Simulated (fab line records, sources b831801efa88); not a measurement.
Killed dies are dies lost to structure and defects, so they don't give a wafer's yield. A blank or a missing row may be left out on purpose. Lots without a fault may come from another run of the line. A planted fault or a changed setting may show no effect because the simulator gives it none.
fab line records | flow sky130 | part 1 of 2: steps 1 to 31 of 42
record lots=5 wafers=15 last_day=49
route steps=708 shown VT_ADJUST_NCORE@127 VT_ADJUST_HVTR@131 VT_ADJUST_PCH@143 SONOS_TUNNEL@154 SONOS_ONO@168
lots that met no fault: from a run of the same line without faults
start_h: hours from the record's first day to the start of the lot's first wafer shown | wait_h: hours since the lot's step before | " the same as in the row above | L1.1+2: a row that stands for several wafers | - no value, or no start given | * or withheld: withheld | < > ~ a bound
route shown NAME@n: a module of which the file shows steps, and the number in the route of the first | usual: mean/standard deviation of fault-free wafers | same: alike in all rows | chamber/n: place in a boat | sites: the reading at each site | _std_site: their standard deviation | _edge_site: outer sites' mean less inner sites' | radius_mm: how far each site lies from the wafer's centre | mask NAME#n: copy n | behind: the tool/chamber that last shaped the wafer | hold: why the lot was held/for how many hours/how that ended | device: the transistor (n, p or np) that didn't switch | end of line: the same wafers' tests at the end of the route | a step without rows: its recipe alone | killed: dies lost to structure and defects at the first sort, not the wafer's yield | map: a wafer's dies, x killed, . not, _ none there
set.NAME: the setting as run; set.NAME@STEP: as run at that earlier step | model.NAME: the simulator's own value behind a step, which no gauge read
lots at some steps of the route; a table a step, a row a wafer
services: from which hour (start_h, from the record's first day; less than 0 if before it) a tool's chamber was out of use, for how many hours, and why
## steps
# step SKY_VT_ADJUST_NCORE_OVL_MEAS_08
# usual VT_ADJUST_NCORE_OVL=-0.5/1.6
# columns lot.wafer tool chamber start_h wait_h VT_ADJUST_NCORE_OVL[nm]
L082.1 overlay-02 - 237.21 0.1 -1.6
L082.4 " - " " -0.7
L082.5 " - " " -1.3
L088.1 overlay-02 - 280.76 0.1 0.3
L088.4 " - " " 3.1
L088.6 " - " " 0.3
L092.1 overlay-01 - 308.21 0.1 -0.4
L092.2 " - " " 1.5
L092.6 " - " " 0.7
L093.1 overlay-02 - 318.92 0.1 -3.8
L093.5 " - " " -2.6
L093.6 " - " " -0.7
L094.2 overlay-02 - 324.32 0.1 0.4
L094.3 " - " " -0.3
L094.5 " - " " 0.1
# step SKY_VT_ADJUST_NCORE_IMPLANT_09
# recipe species=B energy_kev=10 dose_cm2=2.4e+12 tilt_deg=withheld
# usual dose_ions_cm2=2.3999e+12/2.9e+09
# columns lot.wafer tool chamber start_h wait_h dose_ions_cm2
L082.1 implanter-02 0 237.25 0.0 2.4016e+12
L082.4 " 0 " " 2.4026e+12
L082.5 " 0 " " 2.4009e+12
L088.1 implanter-03 0 280.79 0.0 2.4001e+12
L088.4 " 0 " " 2.4048e+12
L088.6 " 0 " " 2.4028e+12
L092.1 implanter-03 0 308.24 0.0 2.3999e+12
L092.2 " 0 " " 2.4034e+12
L092.6 " 0 " " 2.4035e+12
L093.1 implanter-02 0 318.95 0.0 2.3963e+12
L093.5 " 0 " " 2.3968e+12
L093.6 " 0 " " 2.3966e+12
L094.2 implanter-04 0 324.37 0.0 2.3953e+12
L094.3 " 0 " " 2.3951e+12
L094.5 " 0 " " 2.3982e+12
# step SKY_VT_ADJUST_NCORE_STRIP_10
# recipe chemistry=O2/N2 power_w=1400 pressure_mtorr=1500 platen_temp_c=withheld o2_flow_sccm=3000 n2_flow_sccm=300 overash_fraction=0.5
# usual drypump_motor_current_A=5.7/0.5 oes_product_au=0.715/0.0044 strip_time_to_endpoint_s=13.92/0.042
# columns lot.wafer tool chamber start_h wait_h drypump_motor_current_A oes_product_au rf_hours_counter_h strip_time_to_endpoint_s
L082.1 plasma_asher-04 1 237.40 0.1 5.4 0.718 44 13.98
L082.4 " 1 " " 5.4 0.716 - 13.93
L082.5 " 1 " " 5.4 0.717 - 14.02
L088.1 plasma_asher-04 0 280.94 0.1 5.0 0.720 49 13.96
L088.4 " 0 " " 5.0 0.713 - 13.95
L088.6 " 0 " " 5.0 0.720 - 13.94
L092.1 plasma_asher-02 1 308.39 0.1 5.6 0.713 64 14.00
L092.2 " 0 " " 5.5 0.717 64 14.00
L092.6 " 0 " " 5.5 0.712 - 14.00
L093.1 plasma_asher-03 0 319.10 0.1 6.1 0.714 60 13.95
L093.5 " 1 " " 6.4 0.711 - 13.95
L093.6 " 0 " " 6.1 0.717 - 13.95
L094.2 plasma_asher-03 1 324.50 0.1 6.4 0.706 60 13.95
L094.3 " 1 " " 6.4 0.712 - 13.84
L094.5 " 1 " " 6.4 0.719 - 13.93
# step SKY_VT_ADJUST_NCORE_TW_MEAS_11
# usual VT_ADJUST_NCORE_TW=219.6/1.4
# columns lot.wafer tool chamber start_h wait_h VT_ADJUST_NCORE_TW
L082.1 film_metro-04 - 237.50 0.1 219.3
L082.4 " - " " 218.4
L082.5 " - " " 219.0
L088.1 film_metro-04 - 281.04 0.1 219.7
L088.4 " - " " 219.8
L088.6 " - " " 219.8
L092.1 film_metro-04 - 308.49 0.1 220.3
L092.2 " - " " 220.2
L092.6 " - " " 219.6
L093.1 film_metro-01 - 319.20 0.1 222.2
L093.5 " - " " 221.8
L093.6 " - " " 220.8
L094.2 film_metro-01 - 324.61 0.1 221.5
L094.3 " - " " 220.0
L094.5 " - " " 222.0
# step SKY_VT_ADJUST_HVTR_DEHYDRATE_00
# recipe temp_c=200 time_s=60
# columns lot.wafer tool chamber start_h wait_h
L082.1+4+5 litho_track-04 0 248.77 11.3
L088.1+4+6 litho_track-03 0 292.64 11.6
L092.1+2+6 litho_track-03 0 320.79 12.3
L093.1+5+6 litho_track-03 0 331.54 12.3
L094.2+3+5 litho_track-03 0 337.06 12.4
# step SKY_VT_ADJUST_HVTR_HMDS_01
# recipe prime_time_s=60 prime_temp_c=120
# same prime_time_s=60
# columns lot.wafer tool chamber start_h wait_h
L082.1+4+5 litho_track-04 0 248.92 0.1
L088.1+4+6 litho_track-03 0 292.79 0.1
L092.1+2+6 litho_track-03 0 320.94 0.1
L093.1+5+6 litho_track-03 0 331.69 0.1
L094.2+3+5 litho_track-03 0 337.21 0.1
# step SKY_VT_ADJUST_HVTR_COAT_02
# recipe resist=NOVOLAK spin_rpm=3000 resist_thk_nm=1140
# columns lot.wafer tool chamber start_h wait_h
L082.1+4+5 litho_track-04 0 249.07 0.1
L088.1+4+6 litho_track-03 0 292.94 0.1
L092.1+2+6 litho_track-03 0 321.09 0.1
L093.1+5+6 litho_track-03 0 331.84 0.1
L094.2+3+5 litho_track-03 0 337.36 0.1
# step SKY_VT_ADJUST_HVTR_SOFTBAKE_03
# recipe temp_c=91.09 time_s=60 resist=NOVOLAK
# columns lot.wafer tool chamber start_h wait_h
L082.1+4+5 litho_track-04 0 249.22 0.1
L088.1+4+6 litho_track-03 0 293.09 0.1
L092.1+2+6 litho_track-03 0 321.24 0.1
L093.1+5+6 litho_track-03 0 331.99 0.1
L094.2+3+5 litho_track-03 0 337.51 0.1
# step SKY_VT_ADJUST_HVTR_EXPOSE_04
# recipe mask_id=HVTRM target_cd_nm=380 na=0.6 source_shape=conventional sigma_outer=0.6 dose_mj=150
# usual reticle_temp_C=22.99/0.12
# columns lot.wafer tool chamber start_h wait_h mask reticle_temp_C
L082.1 iline_stepper-01 0 - - HVTRM#0 22.85
L082.4 " 0 " " HVTRM#0 23.03
L082.5 " 0 " " HVTRM#0 23.18
L088.1 iline_stepper-01 0 - - HVTRM#0 23.08
L088.4 " 0 " " HVTRM#0 23.04
L088.6 " 0 " " HVTRM#0 22.91
L092.1 iline_stepper-01 0 - - HVTRM#0 22.72
L092.2 " 0 " " HVTRM#0 22.89
L092.6 " 0 " " HVTRM#0 22.86
L093.1 iline_stepper-01 0 - - HVTRM#0 23.01
L093.5 " 0 " " HVTRM#0 23.08
L093.6 " 0 " " HVTRM#0 22.99
L094.2 iline_stepper-01 0 - - HVTRM#0 22.85
L094.3 " 0 " " HVTRM#0 22.92
L094.5 " 0 " " HVTRM#0 22.80
# step SKY_VT_ADJUST_HVTR_PEB_05
# recipe temp_c=withheld time_s=* resist=NOVOLAK
# columns lot.wafer tool chamber start_h wait_h
L082.1+4+5 litho_track-03 0 - -
L088.1+4+6 litho_track-04 0 - -
L092.1+2+6 litho_track-04 0 - -
L093.1+5+6 litho_track-03 0 - -
L094.2+3+5 litho_track-03 0 - -
# step SKY_VT_ADJUST_HVTR_DEVELOP_06
# recipe develop_time_s=60 dev_temp_c=23
# same develop_time_s=60
# columns lot.wafer tool chamber start_h wait_h
L082.1+4+5 litho_track-03 0 260.74 0.1
L088.1+4+6 litho_track-04 0 305.82 0.1
L092.1+2+6 litho_track-04 0 333.97 0.1
L093.1+5+6 litho_track-03 0 345.49 0.1
L094.2+3+5 litho_track-03 0 350.51 0.1
# step SKY_VT_ADJUST_HVTR_CD_MEAS_07
# recipe target_cd_nm=380
# usual cd_nm=380.3/2.8
# columns lot.wafer tool chamber start_h wait_h cd_nm
L082.1 cd_sem-02 - 260.89 0.1 376.8
L082.4 " - " " 375.4
L082.5 " - " " 375.2
L088.1 cd_sem-01 - 305.97 0.1 382.3
L088.4 " - " " 385.7
L088.6 " - " " 384.8
L092.1 cd_sem-02 - 334.12 0.1 383.7
L092.2 " - " " 381.5
L092.6 " - " " 382.0
L093.1 cd_sem-01 - 345.64 0.1 377.4
L093.5 " - " " 380.3
L093.6 " - " " 378.9
L094.2 cd_sem-02 - 350.66 0.1 386.3
L094.3 " - " " 382.0
L094.5 " - " " 383.8
# step SKY_VT_ADJUST_HVTR_OVL_MEAS_08
# usual VT_ADJUST_HVTR_OVL=-0.2/1.3
# columns lot.wafer tool chamber start_h wait_h VT_ADJUST_HVTR_OVL[nm]
L082.1 overlay-01 - 261.01 0.1 -1.5
L082.4 " - " " -1.4
L082.5 " - " " -2.4
L088.1 overlay-02 - 306.09 0.1 -2.2
L088.4 " - " " 1.6
L088.6 " - " " 1.2
L092.1 overlay-02 - 334.24 0.1 1.1
L092.2 " - " " 0.4
L092.6 " - " " -0.1
L093.1 overlay-01 - 345.76 0.1 2.3
L093.5 " - " " 2.6
L093.6 " - " " 1.2
L094.2 overlay-01 - 350.76 0.1 0.2
L094.3 " - " " 1.6
L094.5 " - " " 1.6
# step SKY_VT_ADJUST_HVTR_IMPLANT_09
# recipe species=B energy_kev=10 dose_cm2=2.1e+12 tilt_deg=withheld
# usual dose_ions_cm2=2.1005e+12/2.5e+09
# columns lot.wafer tool chamber start_h wait_h dose_ions_cm2
L082.1 implanter-04 0 261.04 0.0 2.0938e+12
L082.4 " 0 " " 2.1013e+12
L082.5 " 0 " " 2.0978e+12
L088.1 implanter-01 0 306.13 0.0 2.1018e+12
L088.4 " 0 " " 2.1043e+12
L088.6 " 0 " " 2.1019e+12
L092.1 implanter-02 0 334.28 0.0 2.0996e+12
L092.2 " 0 " " 2.0993e+12
L092.6 " 0 " " 2.0983e+12
L093.1 implanter-01 0 345.79 0.0 2.0967e+12
L093.5 " 0 " " 2.1022e+12
L093.6 " 0 " " 2.0985e+12
L094.2 implanter-02 0 350.82 0.0 2.0999e+12
L094.3 " 0 " " 2.0977e+12
L094.5 " 0 " " 2.1034e+12
# step SKY_VT_ADJUST_HVTR_STRIP_10
# recipe chemistry=O2/N2 power_w=1400 pressure_mtorr=1500 platen_temp_c=withheld o2_flow_sccm=3000 n2_flow_sccm=300 overash_fraction=0.5
# usual drypump_motor_current_A=5.9/0.42 oes_product_au=0.716/0.0046 strip_time_to_endpoint_s=14.13/0.045
# columns lot.wafer tool chamber start_h wait_h drypump_motor_current_A oes_product_au rf_hours_counter_h strip_time_to_endpoint_s
L082.1 plasma_asher-01 0 261.19 0.1 5.8 0.711 15 14.17
L082.4 " 0 " " 5.8 0.719 - 14.14
L082.5 " 1 " " 5.9 0.720 - 14.15
L088.1 plasma_asher-03 0 306.28 0.1 6.1 0.715 59 14.12
L088.4 " 0 " " 6.1 0.720 - 14.13
L088.6 " 1 " " 6.5 0.709 - 14.12
L092.1 plasma_asher-03 0 334.43 0.1 6.1 0.719 61 14.07
L092.2 " 1 " " 6.5 0.714 61 14.09
L092.6 " 1 " " 6.5 0.712 - 14.10
L093.1 plasma_asher-01 1 345.94 0.1 5.9 0.722 23 14.16
L093.5 " 1 " " 5.9 0.714 - 14.15
L093.6 " 0 " " 5.7 0.720 - 14.17
L094.2 plasma_asher-01 1 350.94 0.1 5.9 0.708 24 14.08
L094.3 " 0 " " 5.7 0.720 - 14.11
L094.5 " 0 " " 5.8 0.715 - 14.11
# step SKY_VT_ADJUST_HVTR_TW_MEAS_11
# usual VT_ADJUST_HVTR_TW=209.6/2.4
# columns lot.wafer tool chamber start_h wait_h VT_ADJUST_HVTR_TW
L082.1 film_metro-02 - 261.29 0.1 206.1
L082.4 " - " " 206.5
L082.5 " - " " 207.0
L088.1 film_metro-04 - 306.38 0.1 210.9
L088.4 " - " " 211.8
L088.6 " - " " 210.9
L092.1 film_metro-04 - 334.53 0.1 212.8
L092.2 " - " " 212.7
L092.6 " - " " 212.2
L093.1 film_metro-03 - 346.04 0.1 210.9
L093.5 " - " " 210.6
L093.6 " - " " 210.5
L094.2 film_metro-02 - 351.05 0.1 206.6
L094.3 " - " " 208.0
L094.5 " - " " 207.0
# step SKY_VT_ADJUST_PCH_DEHYDRATE_00
# recipe temp_c=200 time_s=60
# columns lot.wafer tool chamber start_h wait_h
L082.1+4+5 litho_track-01 0 272.70 11.4
L088.1+4+6 litho_track-03 0 318.89 12.5
L092.1+2+6 litho_track-01 0 348.05 13.5
L093.1+5+6 litho_track-04 0 359.42 13.4
L094.2+3+5 litho_track-04 0 364.14 13.1
# step SKY_VT_ADJUST_PCH_HMDS_01
# recipe prime_time_s=60 prime_temp_c=120
# same prime_time_s=60
# columns lot.wafer tool chamber start_h wait_h
L082.1+4+5 litho_track-01 0 272.85 0.1
L088.1+4+6 litho_track-03 0 319.04 0.1
L092.1+2+6 litho_track-01 0 348.20 0.1
L093.1+5+6 litho_track-04 0 359.57 0.1
L094.2+3+5 litho_track-04 0 364.29 0.1
# step SKY_VT_ADJUST_PCH_COAT_02
# recipe spin_rpm=2000 resist_thk_nm=3000
# columns lot.wafer tool chamber start_h wait_h
L082.1+4+5 litho_track-01 0 273.00 0.1
L088.1+4+6 litho_track-03 0 319.19 0.1
L092.1+2+6 litho_track-01 0 348.35 0.1
L093.1+5+6 litho_track-04 0 359.72 0.1
L094.2+3+5 litho_track-04 0 364.44 0.1
# step SKY_VT_ADJUST_PCH_SOFTBAKE_03
# recipe temp_c=110 time_s=withheld
# columns lot.wafer tool chamber start_h wait_h
L082.1+4+5 litho_track-01 0 273.15 0.1
L088.1+4+6 litho_track-03 0 319.34 0.1
L092.1+2+6 litho_track-01 0 348.50 0.1
L093.1+5+6 litho_track-04 0 359.87 0.1
L094.2+3+5 litho_track-04 0 364.60 0.1
# step SKY_VT_ADJUST_PCH_EXPOSE_04
# recipe mask_id=NWM na=0.6 source_shape=conventional sigma_outer=0.6 polarization=unpolarized target_cd_nm=840 dose_mj=255
# usual reticle_temp_C=23.00/0.1
# columns lot.wafer tool chamber start_h wait_h mask reticle_temp_C
L082.1 iline_stepper-01 0 - - NWM#0 22.96
L082.4 " 0 " " NWM#0 22.83
L082.5 " 0 " " NWM#0 22.85
L088.1 iline_stepper-02 0 - - NWM#0 22.99
L088.4 " 0 " " NWM#0 23.03
L088.6 " 0 " " NWM#0 22.97
L092.1 iline_stepper-01 0 - - NWM#0 23.19
L092.2 " 0 " " NWM#0 23.22
L092.6 " 0 " " NWM#0 23.18
L093.1 iline_stepper-01 0 - - NWM#0 22.93
L093.5 " 0 " " NWM#0 22.95
L093.6 " 0 " " NWM#0 22.98
L094.2 iline_stepper-02 0 - - NWM#0 22.98
L094.3 " 0 " " NWM#0 22.92
L094.5 " 0 " " NWM#0 23.01
# step SKY_VT_ADJUST_PCH_PEB_05
# recipe temp_c=115 time_s=withheld
# columns lot.wafer tool chamber start_h wait_h
L082.1+4+5 litho_track-03 0 - -
L088.1+4+6 litho_track-04 0 - -
L092.1+2+6 litho_track-03 0 - -
L093.1+5+6 litho_track-01 0 - -
L094.2+3+5 litho_track-01 0 - -
# step SKY_VT_ADJUST_PCH_DEVELOP_06
# recipe wall_angle_deg=90 developer=TMAH develop_time_s=60 dev_temp_c=23
# same develop_time_s=60
# columns lot.wafer tool chamber start_h wait_h
L082.1+4+5 litho_track-03 0 - -
L088.1+4+6 litho_track-04 0 - -
L092.1+2+6 litho_track-03 0 - -
L093.1+5+6 litho_track-01 0 - -
L094.2+3+5 litho_track-01 0 - -
# step SKY_VT_ADJUST_PCH_OVL_MEAS_07
# usual VT_ADJUST_PCH_OVL=0.7/1.4
# columns lot.wafer tool chamber start_h wait_h VT_ADJUST_PCH_OVL[nm]
L082.1 overlay-01 - 285.29 - -1.1
L082.4 " - " " -0.1
L082.5 " - " " 1.8
L088.1 overlay-02 - 332.72 - 0.9
L088.4 " - " " 1.8
L088.6 " - " " 1.8
L092.1 overlay-02 - 362.44 - 1.3
L092.2 " - " " -0.5
L092.6 " - " " -0.3
L093.1 overlay-02 - 374.69 - 0.2
L093.5 " - " " 0.1
L093.6 " - " " -0.3
L094.2 overlay-01 - 379.05 - 2.2
L094.3 " - " " 0.3
L094.5 " - " " 1.5
# step SKY_VT_ADJUST_PCH_IMPLANT_08
# recipe species=B energy_kev=10 dose_cm2=5e+11 tilt_deg=withheld
# usual dose_ions_cm2=5e+11/5.6e+08
# columns lot.wafer tool chamber start_h wait_h dose_ions_cm2
L082.1 implanter-02 0 285.32 0.0 5e+11
L082.4 " 0 " " 5.003e+11
L082.5 " 0 " " 4.996e+11
L088.1 implanter-02 0 332.76 0.0 5.001e+11
L088.4 " 0 " " 4.994e+11
L088.6 " 0 " " 4.995e+11
L092.1 implanter-02 0 362.47 0.0 5e+11
L092.2 " 0 " " 4.994e+11
L092.6 " 0 " " 4.995e+11
L093.1 implanter-03 0 374.73 0.0 4.992e+11
L093.5 " 0 " " 4.999e+11
L093.6 " 0 " " 5.01e+11
L094.2 implanter-01 0 379.11 0.0 5.001e+11
L094.3 " 0 " " 4.997e+11
L094.5 " 0 " " 4.996e+11
# step SKY_VT_ADJUST_PCH_STRIP_09
# recipe chemistry=O2/N2 power_w=1400 pressure_mtorr=1500 platen_temp_c=withheld o2_flow_sccm=3000 n2_flow_sccm=300 overash_fraction=0.5
# usual drypump_motor_current_A=5.79/0.28 oes_product_au=0.722/0.0047 strip_time_to_endpoint_s=36.85/0.09
# columns lot.wafer tool chamber start_h wait_h drypump_motor_current_A oes_product_au rf_hours_counter_h strip_time_to_endpoint_s
L082.1 plasma_asher-02 1 285.47 0.1 5.53 0.722 61 36.91
L082.4 " 1 " " 5.55 0.723 - 36.86
L082.5 " 0 " " 5.51 0.715 - 36.83
L088.1 plasma_asher-01 0 332.91 0.1 5.72 0.716 22 36.87
L088.4 " 1 " " 5.88 0.723 - 36.86
L088.6 " 1 " " 5.87 0.717 - 36.84
L092.1 plasma_asher-03 1 362.62 0.1 6.42 0.721 64 36.97
L092.2 " 0 " " 6.07 0.719 64 36.96
L092.6 " 0 " " 6.08 0.723 - 36.85
L093.1 plasma_asher-02 1 374.88 0.1 5.56 0.719 71 36.73
L093.5 " 0 " " 5.53 0.727 - 36.81
L093.6 " 1 " " 5.53 0.721 - 36.77
L094.2 plasma_asher-03 0 379.23 0.1 6.06 0.724 66 36.92
L094.3 " 0 " " 6.06 0.712 - 36.86
L094.5 " 1 " " 6.45 0.709 - 36.93
# step SKY_VT_ADJUST_PCH_TW_MEAS_10
# usual VT_ADJUST_PCH_TW=142.0/2.1
# columns lot.wafer tool chamber start_h wait_h VT_ADJUST_PCH_TW
L082.1 film_metro-01 - 285.57 0.1 144.0
L082.4 " - " " 143.5
L082.5 " - " " 143.4
L088.1 film_metro-01 - 333.01 0.1 143.1
L088.4 " - " " 143.5
L088.6 " - " " 143.1
L092.1 film_metro-02 - 362.72 0.1 139.4
L092.2 " - " " 138.4
L092.6 " - " " 139.3
L093.1 film_metro-01 - 374.98 0.1 144.5
L093.5 " - " " 144.4
L093.6 " - " " 144.1
L094.2 film_metro-04 - 379.34 0.1 143.1
L094.3 " - " " 143.1
L094.5 " - " " 142.7
# step SKY_SONOS_TUNNEL_DEHYDRATE_00
# recipe temp_c=200 time_s=60
# columns lot.wafer tool chamber start_h wait_h
L082.1+4+5 litho_track-04 0 297.82 12.2
L088.1+4+6 litho_track-02 0 345.99 13.0
L092.1+2+6 litho_track-01 0 376.09 13.4
L093.1+5+6 litho_track-02 0 388.74 13.8
L094.2+3+5 litho_track-04 0 393.09 13.7
# step SKY_SONOS_TUNNEL_HMDS_01
# recipe prime_time_s=60 prime_temp_c=120
# same prime_time_s=60
# columns lot.wafer tool chamber start_h wait_h
L082.1+4+5 litho_track-04 0 297.97 0.1
L088.1+4+6 litho_track-02 0 346.14 0.1
L092.1+2+6 litho_track-01 0 376.24 0.1
L093.1+5+6 litho_track-02 0 388.89 0.1
L094.2+3+5 litho_track-04 0 393.24 0.1
# step SKY_SONOS_TUNNEL_COAT_02
# recipe resist=NOVOLAK spin_rpm=3000 resist_thk_nm=1140
# columns lot.wafer tool chamber start_h wait_h
L082.1+4+5 litho_track-04 0 298.12 0.1
L088.1+4+6 litho_track-02 0 346.29 0.1
L092.1+2+6 litho_track-01 0 376.39 0.1
L093.1+5+6 litho_track-02 0 389.04 0.1
L094.2+3+5 litho_track-04 0 393.39 0.1
# step SKY_SONOS_TUNNEL_SOFTBAKE_03
# recipe temp_c=90 time_s=60 resist=NOVOLAK
# columns lot.wafer tool chamber start_h wait_h
L082.1+4+5 litho_track-04 0 298.27 0.1
L088.1+4+6 litho_track-02 0 346.44 0.1
L092.1+2+6 litho_track-01 0 376.54 0.1
L093.1+5+6 litho_track-02 0 389.19 0.1
L094.2+3+5 litho_track-04 0 393.54 0.1
